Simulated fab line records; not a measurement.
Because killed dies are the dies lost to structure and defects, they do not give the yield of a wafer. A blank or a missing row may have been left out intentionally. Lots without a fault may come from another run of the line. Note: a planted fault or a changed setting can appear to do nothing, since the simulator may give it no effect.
fab line records	flow sky130
record: lots: 15	wafers: 45	last-day: 50
route steps=708 shown PWDE@55 VT_ADJUST_LVTN@110 VT_ADJUST_NCORE@130 VT_ADJUST_HVTR@142 GATE_OXIDE@189 LOCAL_INTERCONNECT@389
lots untouched by any fault: they come from a run of this same line in which no faults occurred
start-h: the number of hours between the record's first day and the start of the first shown wafer of the lot	wait-h: hours since the lot's step before	" as in the row above	L1.1+2: several wafers, shown together as one row	- no value, or no start was given	* or withheld: withheld	< > ~ a bound
route shown NAME@n: a module of which the file shows steps, and the number in the route of the first	usual: the fault-free wafers' mean and standard deviation	same: alike in all rows	chamber/n: place in a boat	sites: readings site by site	_std_site: their standard deviation	_edge_site: inner sites' mean taken away from outer sites' mean	radius-mm: how far each site lies from the wafer's centre	mask NAME#n: copy n	behind: the last tool/chamber to shape the wafer	hold: why the lot was held/for how many hours/how that ended	device: the n, p or np transistor that did not switch	end of line: the tests these same wafers got at the end of their route	a step with no rows: only its recipe	killed: not the wafer's yield, but the dies lost to structure and defects at the first sort	map: a wafer's dies, marking killed ones x, the rest . and places with no die _
set.NAME: the setting as run; set.NAME@STEP: as run at that earlier step	model.NAME: the simulator's own value behind a step, which no gauge read
route steps across a sampled set of lots; one table per step, one row per wafer
== steps ==
step: SKY_PWDE_TW_MEAS_10
usual: PWDE_TW: 374.3/3
lot.wafer	tool	chamber	start-h	wait-h	PWDE_TW
L960.1	film-metro-01	-	74.53	0.1	377.6
L960.2	"	-	"	"	375.1
L960.5	"	-	"	"	378.6
L961.1	film-metro-01	-	82.70	0.1	375.7
L961.4	"	-	"	"	374.3
L961.5	"	-	"	"	374.5
L962.1	film-metro-03	-	85.76	0.1	370.2
L962.4	"	-	"	"	371.9
L962.6	"	-	"	"	373.3
L964.2	film-metro-03	-	98.67	0.1	371.5
L964.4	"	-	"	"	371.6
L964.6	"	-	"	"	367.7
L965.3	film-metro-03	-	100.95	0.1	370.5
L965.4	"	-	"	"	370.7
L965.6	"	-	"	"	367.1
L968.1	film-metro-01	-	118.00	0.1	377.4
L968.4	"	-	"	"	376.7
L968.5	"	-	"	"	378.0
L969.2	film-metro-01	-	123.26	0.1	374.9
L969.3	"	-	"	"	373.4
L969.5	"	-	"	"	377.7
L970.1	film-metro-01	-	132.90	0.1	374.7
L970.2	"	-	"	"	375.5
L970.6	"	-	"	"	376.8
L971.2	film-metro-04	-	143.51	0.1	372.9
L971.4	"	-	"	"	374.9
L971.5	"	-	"	"	374.2
L972.3	film-metro-04	-	147.27	0.1	380.2
L972.4	"	-	"	"	377.1
L972.6	"	-	"	"	377.9
L975.1	film-metro-04	-	159.76	0.1	377.6
L975.2	"	-	"	"	376.2
L975.6	"	-	"	"	378.0
L976.1	film-metro-01	-	167.56	0.1	372.7
L976.2	"	-	"	"	373.7
L976.5	"	-	"	"	371.8
L977.1	film-metro-04	-	172.23	0.1	373.5
L977.4	"	-	"	"	373.3
L977.6	"	-	"	"	374.1
L979.2	film-metro-04	-	180.16	0.1	374.6
L979.3	"	-	"	"	373.8
L979.6	"	-	"	"	373.2
L981.3	film-metro-03	-	194.73	0.1	367.5
L981.4	"	-	"	"	368.8
L981.6	"	-	"	"	367.8
step: SKY_VT_ADJUST_LVTN_COAT_13
recipe: resist: NOVOLAK	spin-rpm: 3000	resist-thk-nm: 1140
usual: chill-plate-temp-C: 22.96/0.12	dispense-pressure-kPa: 52.7/0.63
lot.wafer	tool	chamber	start-h	wait-h	chill-plate-temp-C	dispense-pressure-kPa
L960.1	litho-track-04	0	157.28	0.1	22.90	52.9
L960.2	"	0	"	"	22.92	52.9
L960.5	"	0	"	"	22.97	52.9
L961.1	litho-track-02	0	165.95	0.1	22.99	52.0
L961.4	"	0	"	"	22.91	52.0
L961.5	"	0	"	"	22.77	52.0
L962.1	litho-track-03	0	171.30	0.1	22.73	53.4
L962.4	"	0	"	"	22.72	53.5
L962.6	"	0	"	"	22.63	53.4
L964.2	litho-track-04	0	185.95	0.1	22.95	52.9
L964.4	"	0	"	"	22.90	52.8
L964.6	"	0	"	"	22.78	52.9
L965.3	litho-track-02	0	188.50	0.1	23.05	52.0
L965.4	"	0	"	"	22.83	52.0
L965.6	"	0	"	"	23.04	52.0
L968.1	litho-track-04	0	210.83	0.1	22.90	52.9
L968.4	"	0	"	"	22.97	52.8
L968.5	"	0	"	"	22.93	52.9
L969.2	litho-track-03	0	215.37	0.1	23.13	53.4
L969.3	"	0	"	"	23.07	53.5
L969.5	"	0	"	"	23.04	53.4
L970.1	litho-track-04	-	226.83	0.1	-	-
L970.2	"	-	"	"	-	-
L970.6	"	-	"	"	-	-
L971.2	litho-track-04	-	238.90	0.1	-	-
L971.4	"	-	"	"	-	-
L971.5	"	-	"	"	-	-
L972.3	litho-track-02	-	246.35	0.1	-	-
L972.4	"	-	"	"	-	-
L972.6	"	-	"	"	-	-
L975.1	litho-track-02	0	259.80	0.1	23.07	52.0
L975.2	"	0	"	"	23.04	52.0
L975.6	"	0	"	"	22.81	52.0
L976.1	litho-track-02	0	268.95	0.1	23.31	52.0
L976.2	"	0	"	"	23.03	52.0
L976.5	"	0	"	"	23.07	52.0
L977.1	litho-track-02	0	274.45	0.1	22.88	52.0
L977.4	"	0	"	"	22.94	52.0
L977.6	"	0	"	"	22.95	52.0
L979.2	litho-track-02	0	283.53	0.1	23.04	52.0
L979.3	"	0	"	"	23.09	52.0
L979.6	"	0	"	"	23.26	52.0
L981.3	litho-track-02	0	300.45	0.1	23.04	52.0
L981.4	"	0	"	"	22.88	52.0
L981.6	"	0	"	"	22.84	52.0
step: SKY_VT_ADJUST_LVTN_OVL_MEAS_18
usual: VT_ADJUST_LVTN_01_OVL: -1.2/1.4
lot.wafer	tool	chamber	start-h	wait-h	VT_ADJUST_LVTN_01_OVL[nm]
L960.1	overlay-02	-	167.65	0.1	-1.4
L960.2	"	-	"	"	-1.8
L960.5	"	-	"	"	-3.4
L961.1	overlay-01	-	176.23	0.1	0.3
L961.4	"	-	"	"	-0.4
L961.5	"	-	"	"	1.2
L962.1	overlay-02	-	182.00	0.1	-1.3
L962.4	"	-	"	"	-1.4
L962.6	"	-	"	"	-1.6
L964.2	overlay-01	-	196.53	0.1	-1.8
L964.4	"	-	"	"	-1.4
L964.6	"	-	"	"	-3.2
L965.3	overlay-01	-	198.89	0.1	-1.0
L965.4	"	-	"	"	-1.5
L965.6	"	-	"	"	-0.6
L968.1	overlay-02	-	222.40	0.1	0.0
L968.4	"	-	"	"	1.4
L968.5	"	-	"	"	1.6
L969.2	overlay-01	-	226.60	0.1	-4.1
L969.3	"	-	"	"	-2.3
L969.5	"	-	"	"	-1.6
L970.1	overlay-01	-	238.20	0.1	-
L970.2	"	-	"	"	-
L970.6	"	-	"	"	-
L971.2	overlay-01	-	250.26	0.1	-
L971.4	"	-	"	"	-
L971.5	"	-	"	"	-
L972.3	overlay-01	-	258.11	0.1	-
L972.4	"	-	"	"	-
L972.6	"	-	"	"	-
L975.1	overlay-02	-	271.80	0.1	-0.7
L975.2	"	-	"	"	-3.3
L975.6	"	-	"	"	-1.9
L976.1	overlay-01	-	280.49	0.1	0.1
L976.2	"	-	"	"	1.5
L976.5	"	-	"	"	-1.4
L977.1	overlay-02	-	286.63	0.1	-0.1
L977.4	"	-	"	"	-4.0
L977.6	"	-	"	"	0.4
L979.2	overlay-02	-	296.68	0.1	-0.6
L979.3	"	-	"	"	-1.1
L979.6	"	-	"	"	-0.9
L981.3	overlay-02	-	312.94	0.1	0.4
L981.4	"	-	"	"	2.6
L981.6	"	-	"	"	3.2
step: SKY_VT_ADJUST_NCORE_TW_MEAS_11
usual: VT_ADJUST_NCORE_TW: 219.6/2.6
lot.wafer	tool	chamber	start-h	wait-h	VT_ADJUST_NCORE_TW
L960.1	film-metro-02	-	189.10	0.1	218.3
L960.2	"	-	"	"	219.2
L960.5	"	-	"	"	218.0
L961.1	film-metro-02	-	197.40	0.1	217.6
L961.4	"	-	"	"	218.5
L961.5	"	-	"	"	217.9
L962.1	film-metro-02	-	203.83	0.1	217.8
L962.4	"	-	"	"	217.7
L962.6	"	-	"	"	217.4
L964.2	film-metro-02	-	218.79	0.1	217.3
L964.4	"	-	"	"	217.6
L964.6	"	-	"	"	217.2
L965.3	film-metro-01	-	221.62	0.1	221.7
L965.4	"	-	"	"	223.1
L965.6	"	-	"	"	221.2
L968.1	film-metro-01	-	245.72	0.1	222.7
L968.4	"	-	"	"	222.0
L968.5	"	-	"	"	221.4
L969.2	film-metro-03	-	250.16	0.1	214.8
L969.3	"	-	"	"	216.7
L969.5	"	-	"	"	215.4
L970.1	film-metro-02	-	262.57	0.1	245.8
L970.2	"	-	"	"	246.1
L970.6	"	-	"	"	246.9
L971.2	film-metro-01	-	274.96	0.1	251.7
L971.4	"	-	"	"	252.1
L971.5	"	-	"	"	252.1
L972.3	film-metro-01	-	282.45	0.1	252.8
L972.4	"	-	"	"	250.9
L972.6	"	-	"	"	252.0
L975.1	film-metro-01	-	297.27	0.1	223.2
L975.2	"	-	"	"	223.8
L975.6	"	-	"	"	222.1
L976.1	film-metro-02	-	305.97	0.1	216.6
L976.2	"	-	"	"	217.1
L976.5	"	-	"	"	216.7
L977.1	film-metro-03	-	312.63	0.1	217.2
L977.4	"	-	"	"	217.6
L977.6	"	-	"	"	217.7
L979.2	film-metro-01	-	322.53	0.1	222.1
L979.3	"	-	"	"	221.9
L979.6	"	-	"	"	222.2
L981.3	film-metro-01	-	338.94	0.1	222.4
L981.4	"	-	"	"	222.3
L981.6	"	-	"	"	222.3
step: SKY_VT_ADJUST_HVTR_TW_MEAS_11
usual: VT_ADJUST_HVTR_TW: 211.9/2.4
lot.wafer	tool	chamber	start-h	wait-h	VT_ADJUST_HVTR_TW
L960.1	film-metro-01	-	210.72	0.1	212.5
L960.2	"	-	"	"	213.7
L960.5	"	-	"	"	213.6
L961.1	film-metro-01	-	219.08	0.1	214.5
L961.4	"	-	"	"	214.7
L961.5	"	-	"	"	214.4
L962.1	film-metro-01	-	225.93	0.1	213.5
L962.4	"	-	"	"	213.7
L962.6	"	-	"	"	213.6
L964.2	film-metro-04	-	241.52	0.1	213.2
L964.4	"	-	"	"	212.5
L964.6	"	-	"	"	214.3
L965.3	film-metro-03	-	243.93	0.1	208.8
L965.4	"	-	"	"	207.4
L965.6	"	-	"	"	208.2
L968.1	film-metro-04	-	269.08	0.1	211.4
L968.4	"	-	"	"	211.6
L968.5	"	-	"	"	210.5
L969.2	film-metro-01	-	274.57	0.1	212.8
L969.3	"	-	"	"	213.1
L969.5	"	-	"	"	212.6
L970.1	film-metro-04	-	286.87	0.1	245.0
L970.2	"	-	"	"	244.6
L970.6	"	-	"	"	244.8
L971.2	film-metro-01	-	300.39	0.1	249.0
L971.4	"	-	"	"	248.0
L971.5	"	-	"	"	248.2
L972.3	film-metro-03	-	307.74	0.1	238.8
L972.4	"	-	"	"	239.9
L972.6	"	-	"	"	239.8
L975.1	film-metro-03	-	323.26	0.1	209.9
L975.2	"	-	"	"	209.7
L975.6	"	-	"	"	210.5
L976.1	film-metro-03	-	331.02	0.1	209.1
L976.2	"	-	"	"	208.7
L976.5	"	-	"	"	209.0
L977.1	film-metro-03	-	338.62	0.1	207.3
L977.4	"	-	"	"	208.4
L977.6	"	-	"	"	207.0
L979.2	film-metro-04	-	347.57	0.1	211.8
L979.3	"	-	"	"	211.6
L979.6	"	-	"	"	211.6
L981.3	film-metro-01	-	365.38	0.1	213.4
L981.4	"	-	"	"	213.7
L981.6	"	-	"	"	213.0
step: SKY_GATE_OXIDE_THK_MEAS_02
recipe: reads: SiO2_of_GATE_OXIDE_OXIDATION_01
usual: GATE_OXIDE_OXIDATION_00_THK: 10.40/0.17
lot.wafer	tool	chamber	start-h	wait-h	GATE_OXIDE_OXIDATION_00_THK[nm]
L960.1	film-metro-04	-	290.45	0.0	10.29
L960.2	"	-	"	"	10.48
L960.5	"	-	"	"	10.31
L961.1	film-metro-04	-	297.21	0.0	10.39
L961.4	"	-	"	"	10.68
L961.5	"	-	"	"	10.48
L962.1	film-metro-04	-	306.57	0.0	10.60
L962.4	"	-	"	"	10.43
L962.6	"	-	"	"	10.60
L964.2	film-metro-04	-	330.06	0.0	10.38
L964.4	"	-	"	"	10.58
L964.6	"	-	"	"	10.46
L965.3	film-metro-01	-	330.07	0.0	10.31
L965.4	"	-	"	"	10.28
L965.6	"	-	"	"	10.22
L968.1	film-metro-01	-	356.44	0.0	10.44
L968.4	"	-	"	"	10.55
L968.5	"	-	"	"	10.68
L969.2	film-metro-04	-	366.51	0.0	10.33
L969.3	"	-	"	"	10.32
L969.5	"	-	"	"	10.25
L970.1	film-metro-04	-	379.14	0.0	10.34
L970.2	"	-	"	"	10.17
L970.6	"	-	"	"	10.22
L971.2	film-metro-01	-	389.30	0.0	10.46
L971.4	"	-	"	"	10.29
L971.5	"	-	"	"	10.53
L972.3	film-metro-04	-	394.57	0.0	10.33
L972.4	"	-	"	"	10.29
L972.6	"	-	"	"	10.31
L975.1	film-metro-04	-	413.99	0.0	10.21
L975.2	"	-	"	"	10.11
L975.6	"	-	"	"	10.24
L976.1	film-metro-03	-	424.40	0.0	10.28
L976.2	"	-	"	"	10.24
L976.5	"	-	"	"	10.49
L977.1	film-metro-04	-	435.45	0.0	10.37
L977.4	"	-	"	"	10.40
L977.6	"	-	"	"	10.53
L979.2	film-metro-03	-	442.50	0.0	10.73
L979.3	"	-	"	"	10.67
L979.6	"	-	"	"	10.60
L981.3	film-metro-03	-	465.07	0.0	10.31
L981.4	"	-	"	"	10.28
L981.6	"	-	"	"	10.35
step: SKY_LOCAL_INTERCONNECT_THK_MEAS_02
recipe: thk-meas-gauge: xrf	reads: TiN_of_LOCAL_INTERCONNECT_SPUTTER_00
usual: LOCAL_INTERCONNECT_TIN_THK: 99.6/1.3
lot.wafer	tool	chamber	start-h	wait-h	LOCAL_INTERCONNECT_TIN_THK[nm]
L960.1	film-metro-03	-	680.35	0.1	100.6
L960.2	"	-	"	"	100.4
L960.5	"	-	"	"	99.9
L961.1	film-metro-02	-	697.37	0.1	101.8
L961.4	"	-	"	"	100.2
L961.5	"	-	"	"	102.6
L962.1	film-metro-03	-	704.29	0.1	97.7
L962.4	"	-	"	"	99.3
L962.6	"	-	"	"	97.7
L965.3	film-metro-04	-	724.34	0.1	99.1
L965.4	"	-	"	"	96.6
L965.6	"	-	"	"	99.0
L964.2	film-metro-03	-	729.26	0.1	98.8
L964.4	"	-	"	"	100.5
L964.6	"	-	"	"	101.8
L968.1	film-metro-04	-	755.63	0.1	99.0
L968.4	"	-	"	"	97.7
L968.5	"	-	"	"	99.3
L969.2	film-metro-02	-	762.37	0.1	100.2
L969.3	"	-	"	"	100.7
L969.5	"	-	"	"	100.4
L970.1	film-metro-03	-	774.74	0.1	99.0
L970.2	"	-	"	"	100.0
L970.6	"	-	"	"	98.1
L971.2	film-metro-02	-	782.69	0.1	99.3
L971.4	"	-	"	"	99.2
L971.5	"	-	"	"	100.2
L972.3	film-metro-03	-	788.23	0.1	100.4
L972.4	"	-	"	"	101.2
L972.6	"	-	"	"	100.1
L975.1	film-metro-04	-	804.04	0.1	100.4
L975.2	"	-	"	"	97.5
L975.6	"	-	"	"	99.6
L976.1	film-metro-02	-	812.93	0.1	98.6
L976.2	"	-	"	"	100.3
L976.5	"	-	"	"	100.5
L977.1	film-metro-03	-	823.96	0.1	100.4
L977.4	"	-	"	"	98.8
L977.6	"	-	"	"	99.6
L979.2	film-metro-02	-	830.85	0.1	99.3
L979.3	"	-	"	"	99.8
L979.6	"	-	"	"	99.9
L981.3	film-metro-04	-	842.98	0.1	101.1
L981.4	"	-	"	"	101.6
L981.6	"	-	"	"	100.7
== key ==
first-sign: step: SKY_VT_ADJUST_LVTN_COAT_13	reading: tool-record	direction: missing
effect: step: SKY_VT_ADJUST_LVTN_OVL_MEAS_18	reading: VT_ADJUST_LVTN_01_OVL	direction: missing
effect: step: SKY_VT_ADJUST_NCORE_TW_MEAS_11	reading: VT_ADJUST_NCORE_TW	direction: up	sigmas: 12	usual: 219.6	struck: 250.0
effect: step: SKY_VT_ADJUST_HVTR_TW_MEAS_11	reading: VT_ADJUST_HVTR_TW	direction: up	sigmas: 13	usual: 211.9	struck: 244.2
met-at SKY_VT_ADJUST_LVTN_COAT_13
struck-lots L970,L971,L972
sort-left-out L970.1,L970.2,L970.6,L971.2,L971.4,L971.5,L972.3,L972.4,L972.6
tester-left-out L970,L971,L972
not-acting-at SKY_PWDE_TW_MEAS_10,SKY_GATE_OXIDE_THK_MEAS_02,SKY_LOCAL_INTERCONNECT_THK_MEAS_02
onset-between 210.83 226.83
fault: kind: skipped-step-whole	tool: litho-track-02,litho-track-04	chamber: -	onset-h: 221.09	steps: SKY_VT_ADJUST_LVTN_COAT_13	scope: struck-lots-only
tester-left-out: of these lots the tester's yield and bins aren't shown, on N5 and GAA mostly nor the transistor test; their killed dies are dies lost to structure and defects alone, not to doping, threshold or leakage, so they don't give the yield
sort-left-out: the simulated sort isn't trusted on such a fault, so these wafers' sort isn't shown, and their yield isn't known
